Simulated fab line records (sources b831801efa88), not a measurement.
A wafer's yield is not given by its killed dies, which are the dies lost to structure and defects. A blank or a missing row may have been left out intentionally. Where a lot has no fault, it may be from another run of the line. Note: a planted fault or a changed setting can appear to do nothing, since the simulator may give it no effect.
Which tool did it? | flow gf180mcu | 11 lots, 33 wafers sampled, at 2 steps of a route of 602

WHAT THE GAUGES SHOWED, per wafer
GF_TOP_METAL_CD_MEAS_14: the cd target is 440 nm.
lot  | measured     | on        | cd-nm (nm)
L140 | day 28 02:02 | cd-sem-02 | 441.1 438.5 438.9
L141 | day 28 15:37 | cd-sem-01 | 436.9 436.1 436.5
L143 | day 29 06:11 | cd-sem-01 | 435.5 436.5 438.5
L144 | day 29 19:11 | cd-sem-02 | 439.7 438.5 437.5
L145 | day 29 22:46 | cd-sem-02 | 441.4 438.8 439.6
L146 | day 30 01:28 | cd-sem-01 | 440.1 440.1 442.2
L149 | day 30 20:37 | cd-sem-01 | 441.2 443.5 441.2
L151 | day 31 08:41 | cd-sem-01 | 440.9 441.6 441.6
L154 | day 32 11:29 | cd-sem-01 | 438.3 439.8 441.7
L157 | day 33 00:20 | cd-sem-02 | 440.9 442.5 442.9
L163 | day 34 08:10 | cd-sem-01 | 440.4 436.1 440.1

TOOL THAT RAN EACH LOT (tool first, then ch and the chambers of the sampled wafers, then the start)
lot  | GF_V5_STRIP_18
L140 | plasma-asher-01 ch 0,1, day 27 05:09
L141 | plasma-asher-02 ch 0,1, day 27 19:05
L143 | plasma-asher-01 ch 0,1, day 28 09:48
L144 | plasma-asher-01 ch 0,1, day 28 22:53
L145 | plasma-asher-03 ch 0,1, day 29 03:08
L146 | plasma-asher-03 ch 0,1, day 29 05:03
L149 | plasma-asher-03 ch 0,1, day 30 00:33
L151 | plasma-asher-01 ch 0,1, day 30 12:53
L154 | plasma-asher-02 ch 0, day 31 17:30
L157 | plasma-asher-02 ch 0,1, day 32 06:56
L163 | plasma-asher-01 ch 0,1, day 33 15:39
- GF_V5_STRIP_18: strips in O2/N2.

THE ANSWER, worked out from the rows above alone
Rule: what is usual is taken from the lots themselves. Put in order of their means at a reading, lots are off if they are a third of the lots or fewer, leave a main group of 4 or more, and stand apart from it by a gap of 3 or more times the standard deviation of the main group's means; of several such gaps the widest counts. If all means in a main group match to the digits the tables above print for the reading, that group is not used. A lot without any number at a reading at which 4 lots or more have one is off too. Where the step has rows for the other lots, those lots are counted as sound.
Nothing can be told from this: no lot is off at any reading shown.

WHAT HAD BEEN PUT IN BY THE SIMULATOR
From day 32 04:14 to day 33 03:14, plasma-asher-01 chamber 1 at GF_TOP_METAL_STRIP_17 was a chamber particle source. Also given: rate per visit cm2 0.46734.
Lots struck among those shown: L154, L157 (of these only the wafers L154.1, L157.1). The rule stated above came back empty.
